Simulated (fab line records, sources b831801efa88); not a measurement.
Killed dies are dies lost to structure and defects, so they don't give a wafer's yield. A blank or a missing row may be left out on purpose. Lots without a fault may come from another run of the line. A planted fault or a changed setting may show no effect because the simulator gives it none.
Problem report in the 8D (eight disciplines) form, filled by code | flow gf180mcu | the parts of the form that need people (team, actions taken, sign-off) are left out

1. THE PROBLEM
heater_power_total_W at GF_CONTACT_SOFTBAKE_10 reads a mean of 95.89 W on 6 wafers of 2 lots; wafers without a fault read 93.04 W with a standard deviation of 0.066. That is +43 standard deviations from the usual mean.
The step: time 60 s.
First seen on wafer L865.4, day 20 10:00, on litho_track-02. The record holds 39 wafers of 13 lots with a number at this step. Rule for "out", or "out of limits": more than 4 standard deviations from the usual mean. The other wafers with a number count as sound.

2. WHAT IT IS AND WHAT IT IS NOT
question                    | is                                 | is not
which readings at this step | heater_power_total_W, run_length_s | resist_line_temp_C
which lots                  | L865, L866                         | L853, L854, L855, L856, L857, L859, L860, L868, L872, L873, L874
which wafers of those lots  | all that have a number             | -
read on which tools         | litho_track-02                     | litho_track-01, litho_track-03
when                        | from day 20 10:00                  | up to then (21 sound wafers); but 12 sound wafers of L868, L872, L873, L874 came after

3. SUSPECTS, AND WHAT RULES EACH OUT
Counting: a tool at a process step up to the reading stays a suspect if it ran every lot that is out and no sound lot after the first of them.
- litho_track-02 at GF_CONTACT_SOFTBAKE_10 (time 60 s): kept. It ran every lot that is out, first L865 (day 20 10:00), and no sound lot after that; its last sound lot up to then is L856 (day 17 06:00). Its own readings are out on those wafers: heater_power_total_W, run_length_s.
Left after counting: litho_track-02 at GF_CONTACT_SOFTBAKE_10.

4. THE CAUSE (what the simulator had put in)
Process parameter drift: litho_track-02, from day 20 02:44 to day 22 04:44, at GF_CONTACT_SOFTBAKE_10. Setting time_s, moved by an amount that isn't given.
Counting left only this tool.

5. THE CHAIN OF EFFECTS, in route order
Each row: a reading whose mean over the struck wafers that have a number lies more than 3 standard deviations from the usual. Only readings for which the record gives a usual standard deviation are gone through. hours: the time from each lot's start at the first step in this table that gives one to its start at this step, as a median over the lots. sigmas: the change in usual standard deviations.
hours | step                   | reading              | usual   | on struck wafers | change | sigmas
0     | GF_CONTACT_SOFTBAKE_10 | heater_power_total_W | 93.04 W | 95.89            | +2.85  | +43
0     | GF_CONTACT_SOFTBAKE_10 | run_length_s         | 89.07 s | 83.99            | -5.08  | -39
The process steps in it:
- GF_CONTACT_SOFTBAKE_10: time 60 s.

6. WHAT WOULD HAVE CAUGHT IT SOONER
In this record the first reading out of limits was taken at day 20 10:00, 7 hours after the fault began at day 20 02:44.
